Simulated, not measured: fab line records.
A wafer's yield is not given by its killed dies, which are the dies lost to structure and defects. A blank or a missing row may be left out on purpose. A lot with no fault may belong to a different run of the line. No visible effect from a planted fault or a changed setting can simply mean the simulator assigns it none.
fab line records -- flow sky130
record: lots: 6, wafers: 18, lastDay: 50
route steps=708 shown GATE_OXIDE@191 POLY_GATE@204 PAD_OPEN@708
lots that met no fault: from a run of the same line without faults
startH: start of the lot's first displayed wafer, in hours after the record's first day -- waitH: hours elapsed since this lot's preceding step -- " repeats the value in the row above -- L1.1+2: one row covering several wafers at once -- - no value, or no start given -- * or withheld: withheld -- < > ~ a bound
route shown NAME@n: names a module that has steps shown in the file, with the first one's number in the route -- usual: the fault-free wafers' mean and standard deviation -- same: alike in all rows -- chamber/n: place in a boat -- sites: each site's reading -- _std_site: how widely they spread, as a standard deviation -- _edge_site: outer sites' mean less inner sites' -- radiusMm: for every site, how far away it sits from the centre of the wafer -- mask NAME#n: copy n -- behind: the last tool/chamber to shape the wafer -- hold: what put the lot on hold/how long, in hours/how the hold closed -- device: whichever transistor did not switch (one of n, p or np) -- end of line: at the end of the route, the tests of the same wafers -- for a step that has no rows: nothing shown but its recipe -- killed: dies lost to structure and defects at the first sort, not the wafer's yield -- map: a wafer's dies, marking killed ones x, the rest . and places with no die _
set.NAME: setting as actually run; set.NAME@STEP: the setting as run at that earlier step -- model.NAME: the simulator's own value behind a step, which no gauge read
lots at some steps of the route; a table a step, a row a wafer
services: when a tool's chamber went out of use (startH, in hours from the record's first day, below 0 if earlier), for how many hours, and the reason
== steps ==
step: SKY_GATE_OXIDE_HMDS_04
recipe: primeTimeS: 60, primeTempC: 120
step: SKY_GATE_OXIDE_COAT_05
recipe: resist: NOVOLAK, spinRpm: 3000, resistThkNm: 1140
step: SKY_GATE_OXIDE_SOFTBAKE_06
recipe: tempC: 90, timeS: 60, resist: NOVOLAK
step: SKY_GATE_OXIDE_EXPOSE_07
recipe: maskId: LVOM, na: 0.6, sourceShape: conventional, sigmaOuter: 0.6, polarization: unpolarized, targetCdNm: 600, doseMj: 170
step: SKY_GATE_OXIDE_PEB_08
recipe: tempC: withheld, timeS: *, resist: NOVOLAK
step: SKY_GATE_OXIDE_DEVELOP_09
recipe: resist: NOVOLAK, developer: TMAH, developTimeS: 60, devTempC: 23
step: SKY_GATE_OXIDE_OVL_MEAS_10
usual: GATE_OXIDE_OVL: 1.1/1.2
lot.wafer,tool,chamber,startH,waitH,GATE_OXIDE_OVL[nm]
L904.1,overlay-02,-,335.40,0.1,0.1
L904.3,overlay-02,-,335.40,0.1,-0.5
L904.6,overlay-02,-,335.40,0.1,1.0
L909.2,overlay-01,-,374.10,0.1,2.0
L909.3,overlay-01,-,374.10,0.1,2.2
L909.4,overlay-01,-,374.10,0.1,0.2
L918.1,overlay-02,-,456.85,0.1,-0.5
L918.2,overlay-02,-,456.85,0.1,-0.7
L918.3,overlay-02,-,456.85,0.1,0.3
L919.1,overlay-01,-,456.91,0.1,-0.2
L919.2,overlay-01,-,456.91,0.1,0.4
L919.5,overlay-01,-,456.91,0.1,0.4
L922.1,overlay-02,-,485.45,0.1,3.2
L922.4,overlay-02,-,485.45,0.1,1.0
L922.5,overlay-02,-,485.45,0.1,2.6
L923.1,overlay-02,-,490.35,0.1,-1.2
L923.2,overlay-02,-,490.35,0.1,-1.7
L923.3,overlay-02,-,490.35,0.1,-1.4
step: SKY_GATE_OXIDE_IMPLANT_11
recipe: species: B, energyKev: 10, doseCm2: 2.551e+12, tiltDeg: withheld
step: SKY_GATE_OXIDE_WET_ETCH_12
recipe: chemistry: dHF, targetDepthNm: 16.8, dry: n2Spin, target: SiO2, dilution: 100:1, tempC: 25, timeS: 336
step: SKY_GATE_OXIDE_STRIP_13
recipe: chemistry: O2/N2, powerW: 1400, pressureMtorr: 1500, platenTempC: withheld, o2FlowSccm: 3000, n2FlowSccm: 300, overashFraction: 0.5
usual: drypumpMotorCurrentA: 5.6/0.34, oesProductAu: 0.716/0.0041, stripTimeToEndpointS: 14.17/0.042
same: overashFraction: 0.5
lot.wafer,tool,chamber,startH,waitH,drypumpMotorCurrentA,oesProductAu,rfHoursCounterH,stripTimeToEndpointS
L904.1,plasmaAsher-03,1,335.69,0.0,5.4,0.715,21,14.18
L904.3,plasmaAsher-03,1,335.69,0.0,5.4,0.714,-,14.13
L904.6,plasmaAsher-03,0,335.69,0.0,5.8,0.712,-,14.19
L909.2,plasmaAsher-03,1,374.38,0.0,5.4,0.720,25,14.16
L909.3,plasmaAsher-03,1,374.38,0.0,5.4,0.710,-,14.09
L909.4,plasmaAsher-03,0,374.38,0.0,5.8,0.717,-,14.11
L918.1,plasmaAsher-02,1,457.14,0.0,6.1,0.719,2,14.21
L918.2,plasmaAsher-02,0,457.14,0.0,5.7,0.715,2,14.17
L918.3,plasmaAsher-02,0,457.14,0.0,5.7,0.714,-,14.22
L919.1,plasmaAsher-01,1,457.20,0.0,5.2,0.719,62,14.20
L919.2,plasmaAsher-01,0,457.20,0.0,5.1,0.715,62,14.15
L919.5,plasmaAsher-01,0,457.20,0.0,5.1,0.720,-,14.19
L922.1,plasmaAsher-03,0,485.74,0.0,5.8,0.719,38,14.17
L922.4,plasmaAsher-03,0,485.74,0.0,5.8,0.718,-,14.16
L922.5,plasmaAsher-03,0,485.74,0.0,5.8,0.721,-,14.16
L923.1,plasmaAsher-02,1,490.75,0.0,6.1,0.711,6,14.22
L923.2,plasmaAsher-02,0,490.75,0.0,5.7,0.718,6,14.18
L923.3,plasmaAsher-02,0,490.75,0.0,5.7,0.721,-,14.21
step: SKY_GATE_OXIDE_TW_MEAS_14
usual: GATE_OXIDE_TW: 223.2/1.3
lot.wafer,tool,chamber,startH,waitH,GATE_OXIDE_TW
L904.1,filmMetro-03,-,335.79,0.1,222.8
L904.3,filmMetro-03,-,335.79,0.1,222.5
L904.6,filmMetro-03,-,335.79,0.1,223.1
L909.2,filmMetro-03,-,374.49,0.1,221.6
L909.3,filmMetro-03,-,374.49,0.1,221.8
L909.4,filmMetro-03,-,374.49,0.1,222.5
L918.1,filmMetro-03,-,457.24,0.1,221.6
L918.2,filmMetro-03,-,457.24,0.1,223.6
L918.3,filmMetro-03,-,457.24,0.1,223.1
L919.1,filmMetro-01,-,457.30,0.1,221.6
L919.2,filmMetro-01,-,457.30,0.1,221.5
L919.5,filmMetro-01,-,457.30,0.1,223.3
L922.1,filmMetro-01,-,485.84,0.1,222.8
L922.4,filmMetro-01,-,485.84,0.1,223.3
L922.5,filmMetro-01,-,485.84,0.1,224.4
L923.1,filmMetro-01,-,490.85,0.1,223.3
L923.2,filmMetro-01,-,490.85,0.1,224.6
L923.3,filmMetro-01,-,490.85,0.1,223.7
step: SKY_GATE_OXIDE_CLEAN_15
recipe: chemistry: SC1/SC2, mix: 1:4:20, tempC: 70, timeS: 150, dry: n2Spin
step: SKY_GATE_OXIDE_OXIDATION_16
recipe: tempC: 800, ambient: O2, idleTempC: 700, rampUpCPerMin: 10, rampDownCPerMin: 3, stabiliseS: 600, purgeS: 300, targetThkA: 35.7, oxTimeS: 1915
usual: spikeTcBottomC: 820.3/1.9
lot.wafer,tool,chamber,startH,waitH,spikeTcBottomC,model.SiO2_of_GATE_OXIDE_OXIDATION_01.thkNm
L904.1,furnace-02,0,338.83,2.9,819.5,11.54
L904.3,furnace-02,0,338.83,2.9,819.5,11.65
L904.6,furnace-02,0,338.83,2.9,818.6,11.55
L909.2,furnace-01,0,374.59,0.0,821.7,11.42
L909.3,furnace-01,0,374.59,0.0,823.3,11.46
L909.4,furnace-01,0,374.59,0.0,823.0,11.48
L918.1,furnace-01,0,457.48,0.1,822.5,12.07
L918.2,furnace-01,0,457.48,0.1,822.0,12.13
L918.3,furnace-01,0,457.48,0.1,821.4,11.93
L919.1,furnace-01,0,457.48,0.1,821.6,12.33
L919.2,furnace-01,0,457.48,0.1,822.7,12.2
L919.5,furnace-01,0,457.48,0.1,820.9,12.2
L922.1,furnace-02,0,485.95,0.0,819.5,11.51
L922.4,furnace-02,0,485.95,0.0,817.7,11.57
L922.5,furnace-02,0,485.95,0.0,817.5,11.72
L923.1,furnace-02,0,490.96,0.0,819.4,11.51
L923.2,furnace-02,0,490.96,0.0,818.6,11.41
L923.3,furnace-02,0,490.96,0.0,820.4,11.49
step: SKY_POLY_GATE_CVD_00
recipe: material: poly-Si, targetThkNm: 180, tempC: 620, timeS: 720, pressureMtorr: 200
step: SKY_PAD_OPEN_PROBE_99
usual: killed_at_M0_to_M3: 43/7.7, killed_at_M4_up: 3.0/1.7, killedAtContacts: 24/5.2, killedAtFrontEnd: 15/4.5, killedAtOther: 0.3/0.5, killedDies: 85/9.5, killedOpen: 47/6.6, killedShort: 38/6.6
same: grossDies: 492, killedAtBackSide: 0
lot.wafer,tool,chamber,startH,waitH,killed_at_M0_to_M3,killed_at_M4_up,killedAtContacts,killedAtFrontEnd,killedAtOther,killedDies,killedOpen,killedShort,model.etest.nfet_16v.rOnOhmUm,model.etest.pfet_01v8.rOnOhmUm,model.etest.tipSonos.rsOhmSq,model.etest.pfetG5v0d10v5.rOnOhmUm,model.etest.nfet_01v8.rOnOhmUm,model.etest.nfet_01v8_lvt.driveUaUm,model.etest.nfet_01v8_swapped.driveUaUm,model.etest.nfet_01v8_turned.driveUaUm
L904.1,prober-02,-,1102.53,0.1,40,1,20,19,0,80,36,44,1.404e+04,2906,2635,4753,829.7,576.9,511.1,510.1
L904.3,prober-02,-,1102.63,0.2,47,2,29,15,2,95,52,43,1.414e+04,2909,2660,4781,827.5,581.3,513.3,509.8
L904.6,prober-02,-,1102.78,0.2,33,2,25,22,1,83,51,32,1.412e+04,2894,2622,4788,821,595.7,522,520.1
L909.2,prober-01,-,1122.58,0.1,52,1,25,10,1,89,46,43,1.399e+04,2932,2691,4743,818.4,595.1,520.6,522.3
L909.3,prober-01,-,1122.63,0.2,54,0,30,8,1,93,46,47,1.402e+04,2927,2685,4762,815,595.7,520.9,520.7
L909.4,prober-01,-,1122.68,0.2,44,1,26,8,1,80,48,32,1.407e+04,2863,2684,4775,814.1,594.7,526.7,526
L918.1,prober-01,-,1175.13,0.1,35,2,30,17,0,84,43,41,1.442e+04,3201,2821,4883,959.6,478,409.2,408.2
L918.2,prober-01,-,1175.18,0.1,42,2,31,12,1,88,50,38,1.448e+04,3220,2816,4899,958.1,477.1,412.8,411.9
L918.3,prober-01,-,1175.23,0.2,35,1,21,12,0,69,43,26,1.421e+04,3195,2778,4779,949.6,478.2,409.6,410.4
L919.1,prober-02,-,1176.29,0.1,31,3,20,28,0,82,46,36,1.473e+04,3208,2785,4964,978.4,474.2,409.9,406.2
L919.2,prober-02,-,1176.34,0.1,38,1,29,7,0,75,47,28,1.48e+04,3112,2718,4976,969.8,478.6,407.7,406.1
L919.5,prober-02,-,1176.49,0.2,42,2,19,11,1,75,46,29,1.482e+04,3184,2770,4938,968.4,477.6,405.6,406.5
L922.1,prober-02,-,1188.21,0.1,45,3,24,16,1,89,56,33,1.41e+04,2843,2651,4747,799.1,595,523.8,524.3
L922.4,prober-02,-,1188.36,0.2,56,4,29,20,0,109,63,46,1.416e+04,2907,2619,4748,817.9,588.1,518.1,518.1
L922.5,prober-02,-,1188.41,0.2,67,2,20,13,1,103,60,43,1.415e+04,2954,2691,4874,832.6,578.4,511.3,507.8
L923.1,prober-01,-,1193.04,0.1,38,6,26,15,0,85,42,43,1.399e+04,2950,2584,4840,861.9,568.1,495.8,497.2
L923.2,prober-01,-,1193.09,0.1,27,1,26,6,0,60,44,16,1.416e+04,2902,2566,4820,836,576.8,504.4,500.8
L923.3,prober-01,-,1193.14,0.2,38,4,23,10,0,75,42,33,1.404e+04,2913,2599,4787,847.6,571.1,497.5,497.1
killed by level:class
L904.1 METAL2:geometricParticle:short=10 VIA1:geometricParticle:open=9 POLY_GATE:geometricParticle:short=7 LI_CONTACT:geometricParticle:open=6 LOCAL_INTERCONNECT:geometricParticle:short=5 METAL1:geometricParticle:short=5 POLY_GATE:geometricParticle:open=4 VIA3:geometricParticle:open=4
L904.3 VIA3:geometricParticle:open=10 CONTACT:geometricParticle:open=9 LI_CONTACT:geometricParticle:open=8 VIA1:geometricParticle:open=8 METAL2:geometricParticle:short=8 FIELD_ISO:geometricParticle:short=7 LOCAL_INTERCONNECT:geometricParticle:short=4 METAL1:geometricParticle:short=4
L904.6 CONTACT:geometricParticle:open=17 FIELD_ISO:geometricParticle:short=6 POLY_GATE:geometricParticle:open=6 VIA3:geometricParticle:open=6 VIA2:geometricParticle:open=5 VIA1:geometricParticle:open=5 VIA1:geometricParticle:short=4 LI_CONTACT:geometricParticle:open=3
L909.2 VIA1:geometricParticle:open=13 VIA1:geometricParticle:short=11 METAL2:geometricParticle:short=9 LI_CONTACT:geometricParticle:open=8 CONTACT:geometricParticle:open=5 CONTACT:geometricParticle:short=5 METAL1:geometricParticle:short=5 VIA3:geometricParticle:open=5
L909.3 VIA1:geometricParticle:open=13 CONTACT:geometricParticle:open=10 METAL2:geometricParticle:short=8 LI_CONTACT:geometricParticle:open=6 CONTACT:geometricParticle:short=6 METAL1:geometricParticle:short=6 VIA2:geometricParticle:open=6 FIELD_ISO:geometricParticle:open=5
L909.4 VIA1:geometricParticle:open=12 LI_CONTACT:geometricParticle:open=9 METAL2:geometricParticle:short=8 CONTACT:geometricParticle:open=7 METAL1:geometricParticle:short=5 LI_CONTACT:geometricParticle:short=4 METAL1:geometricParticle:open=4 VIA2:geometricParticle:open=4
L918.1 VIA1:geometricParticle:open=10 LI_CONTACT:geometricParticle:open=9 CONTACT:geometricParticle:open=8 POLY_GATE:geometricParticle:short=7 VIA3:geometricParticle:short=7 LOCAL_INTERCONNECT:geometricParticle:short=6 VIA3:geometricParticle:open=5 POLY_GATE:geometricParticle:open=4
L918.2 CONTACT:geometricParticle:open=10 VIA3:geometricParticle:open=9 LOCAL_INTERCONNECT:geometricParticle:short=8 VIA1:geometricParticle:open=8 VIA2:geometricParticle:open=7 LI_CONTACT:geometricParticle:open=5 CONTACT:geometricParticle:short=5 METAL2:geometricParticle:short=5
L918.3 VIA1:geometricParticle:open=8 LI_CONTACT:geometricParticle:open=7 CONTACT:geometricParticle:open=7 VIA3:geometricParticle:open=7 VIA3:geometricParticle:short=5 FIELD_ISO:geometricParticle:short=4 LI_CONTACT:geometricParticle:short=4 VIA2:geometricParticle:open=4
L919.1 CONTACT:geometricParticle:open=11 FIELD_ISO:geometricParticle:open=9 FIELD_ISO:geometricParticle:short=8 METAL1:geometricParticle:short=5 POLY_GATE:geometricParticle:open=5 POLY_GATE:geometricParticle:short=5 LI_CONTACT:geometricParticle:open=5 VIA2:geometricParticle:open=5
L919.2 VIA1:geometricParticle:open=11 LI_CONTACT:geometricParticle:open=10 CONTACT:geometricParticle:open=9 VIA2:geometricParticle:open=8 VIA1:geometricParticle:short=6 METAL1:geometricParticle:short=4 FIELD_ISO:geometricParticle:open=3 LI_CONTACT:geometricParticle:short=3
L919.5 VIA1:geometricParticle:open=15 CONTACT:geometricParticle:open=8 VIA1:geometricParticle:short=6 VIA2:geometricParticle:open=6 VIA3:geometricParticle:open=5 FIELD_ISO:geometricParticle:short=4 LI_CONTACT:geometricParticle:open=4 METAL1:geometricParticle:short=4
L922.1 VIA1:geometricParticle:open=11 VIA2:geometricParticle:open=10 CONTACT:geometricParticle:short=9 FIELD_ISO:geometricParticle:open=8 CONTACT:geometricParticle:open=8 LI_CONTACT:geometricParticle:open=5 VIA3:geometricParticle:open=5 FIELD_ISO:geometricParticle:short=4
L922.4 VIA1:geometricParticle:open=16 LI_CONTACT:geometricParticle:open=11 METAL2:geometricParticle:short=11 CONTACT:geometricParticle:open=10 FIELD_ISO:geometricParticle:open=7 METAL1:geometricParticle:short=7 VIA3:geometricParticle:open=7 FIELD_ISO:geometricParticle:short=5
L922.5 VIA1:geometricParticle:open=17 VIA2:geometricParticle:open=12 METAL2:geometricParticle:short=8 METAL1:geometricParticle:short=7 VIA1:geometricParticle:short=7 VIA3:geometricParticle:open=7 LI_CONTACT:geometricParticle:open=5 CONTACT:geometricParticle:open=5
L923.1 CONTACT:geometricParticle:open=11 VIA1:geometricParticle:open=9 METAL2:geometricParticle:short=7 LI_CONTACT:geometricParticle:open=6 FIELD_ISO:geometricParticle:open=5 VIA3:geometricParticle:open=5 METAL4:geometricParticle:short=5 METAL1:geometricParticle:short=4
L923.2 CONTACT:geometricParticle:open=11 LI_CONTACT:geometricParticle:open=9 VIA3:geometricParticle:open=8 VIA1:geometricParticle:open=6 LI_CONTACT:geometricParticle:short=4 VIA2:geometricParticle:short=4 POLY_GATE:geometricParticle:open=3 METAL3:geometricParticle:short=3
L923.3 VIA3:geometricParticle:open=10 VIA1:geometricParticle:open=7 LOCAL_INTERCONNECT:geometricParticle:short=6 METAL2:geometricParticle:short=6 LI_CONTACT:geometricParticle:open=5 CONTACT:geometricParticle:open=5 VIA1:geometricParticle:short=4 VIA2:geometricParticle:open=4
== services ==
tool,chamber,startH,hours,kind
plasmaAsher-01,-,343.19,1.2,repair
furnace-01,-,344.79,2.6,pm
furnace-02,-,348.71,3.2,pm
plasmaAsher-03,-,357.38,2.8,pm
plasmaAsher-01,-,371.03,14.6,pm
plasmaAsher-02,-,377.40,18.8,pm
plasmaAsher-01,-,385.63,2.8,pm
plasmaAsher-03,-,411.14,1.2,repair
plasmaAsher-02,-,412.60,1.0,repair
furnace-01,-,413.69,3.3,pm
plasmaAsher-02,-,421.30,9.0,pm
plasmaAsher-02,0,421.30,9.0,ventCycle
plasmaAsher-02,1,421.30,9.0,ventCycle
plasmaAsher-02,0,430.30,-,clean
plasmaAsher-02,1,430.30,-,clean
furnace-02,-,471.98,5.2,repair
plasmaAsher-01,-,474.35,0.6,repair
== key ==
firstSign none at tools or gauges
modelEffect: step: SKY_GATE_OXIDE_OXIDATION_16, value: SiO2_of_GATE_OXIDE_OXIDATION_01.thkNm, without: 11.41, struck: 12.14
modelEffect: step: SKY_PAD_OPEN_PROBE_99, value: etest.nfet_16v.rOnOhmUm, without: 1.42e+04, struck: 1.458e+04
metAt SKY_GATE_OXIDE_OXIDATION_16
struckWafers L918.1,L918.2,L918.3,L919.1,L919.2,L919.5
testerLeftOut L918,L919
onsetBetween 374.59 457.48
fault: kind: processParameterDrift, tool: furnace-01, chamber: -, onsetH: 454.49, steps: SKY_GATE_OXIDE_OXIDATION_16, channel: oxTimeS, offset: *, shape: step, endH: 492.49, actsIn: *, stated: *
testerLeftOut: of these lots the tester's yield and bins aren't shown, on N5 and GAA mostly nor the transistor test; their killed dies are dies lost to structure and defects alone, not to doping, threshold or leakage, so they don't give the yield
